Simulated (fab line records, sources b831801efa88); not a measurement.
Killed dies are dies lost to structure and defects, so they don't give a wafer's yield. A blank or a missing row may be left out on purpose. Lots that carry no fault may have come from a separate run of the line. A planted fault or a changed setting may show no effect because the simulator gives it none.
Problem report, 8D (eight disciplines) form, completed by code || flow sky130 || the parts of the form that need people (team, actions taken, sign-off) are left out

## 1. THE ISSUE
Mean CONTACT_HDPCVD_THK at SKY_CONTACT_THK_MEAS_03: 682 nm over 6 wafers in 2 lots; fault-free wafers: 570 nm, standard deviation 6.6. That puts it +17 standard deviations away from the usual mean.
The first sign was on wafer L767.1 at day 35 16:12, on film metro-01. The record has a number at this step for 36 wafers belonging to 12 lots. By rule, "out" or "out of limits" means more than 4 standard deviations away from the usual mean. Any other wafer with a number is counted as sound.

## 2. WHAT IT IS, WHAT IT ISN'T
{"question": "which readings at this step", "is": "CONTACT_HDPCVD_THK", "is not": "-"}
{"question": "which lots", "is": "L767, L768", "is not": "L754, L755, L756, L757, L758, L759, L760, L763, L770, L772"}
{"question": "which wafers of those lots", "is": "all that have a number", "is not": "-"}
{"question": "read on which gauges", "is": "film metro-01", "is not": "film metro-02"}
{"question": "when", "is": "from day 35 16:12", "is not": "up to then (24 sound wafers); but 6 sound wafers of L770, L772 came after"}

## 3. WHAT RULES OUT EACH SUSPECT
Counting: a tool stays on the suspect list if, at a process step up to the reading, it processed all lots that are out and no sound lot following the first of them.
- ruled out: the gauge at SKY_CONTACT_THK_MEAS_03. All the wafers that are out were read on film metro-01, but those of them that SKY_CONTACT_HDPCVD_02 has rows for are out there too, on other tools.
- hdpcvd-02 at SKY_CONTACT_HDPCVD_02 (deposits SiO2, target thk 565 nm, time 94.2 s): kept. Every lot that is out went through it, starting with L767 (day 35 16:08), and after that it ran no sound lot; the last sound lot it ran before then is L757 (day 32 05:02). Its own readings are out on those wafers: sih4 flow sccm.
Left after counting: hdpcvd-02 at SKY_CONTACT_HDPCVD_02.

## 4. THE CAUSE (what the simulator had put in)
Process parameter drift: hdpcvd-02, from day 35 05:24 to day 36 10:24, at SKY_CONTACT_HDPCVD_02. From 60, the setting sih4 flow sccm moved by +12. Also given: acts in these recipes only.
This tool alone remained once counting was done.

## 5. SEQUENCE OF EFFECTS, ordered by route
One row per reading whose mean, taken over the struck wafers that have a number, lies over 3 standard deviations from the usual. Readings are gone through only where the record gives a usual standard deviation; hours: the median, over the lots, of the time from a lot's start at the first step in this table giving one to that lot's start at this step; sigmas: the change measured in usual standard deviations.
{"hours": 0, "step": "SKY_CONTACT_HDPCVD_02", "reading": "sih4 flow sccm", "usual": "59.98 sccm", "on struck wafers": 71.91, "change": "+11.93", "sigmas": "+63"}
{"hours": 0, "step": "SKY_CONTACT_THK_MEAS_03", "reading": "CONTACT_HDPCVD_THK", "usual": "570 nm", "on struck wafers": 682, "change": "+112", "sigmas": "+17"}
{"hours": 0, "step": "SKY_CONTACT_CMP_04", "reading": "time to endpoint s", "usual": "83 s", "on struck wafers": 120, "change": "+36", "sigmas": "+8.1"}
It contains these process steps:
- SKY_CONTACT_HDPCVD_02: deposits SiO2, target thk 565 nm, time 94.2 s.
- SKY_CONTACT_CMP_04: polishes SiO2.

## 6. HOW IT WOULD HAVE BEEN CAUGHT EARLIER
The first out-of-limits reading at a measuring or inspecting step in this record came at day 35 16:12, 11 hours after the fault's start at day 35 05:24.
Tool's own readings at SKY_CONTACT_HDPCVD_02, sih4 flow sccm: out on all struck wafers the step has rows for; an alarm limit on them would have tripped on the first.
L768, from the lots that are out (2), started SKY_CONTACT_HDPCVD_02 on hdpcvd-02 later than day 35 16:12. It would have been spared by a hold on the tool at that moment.
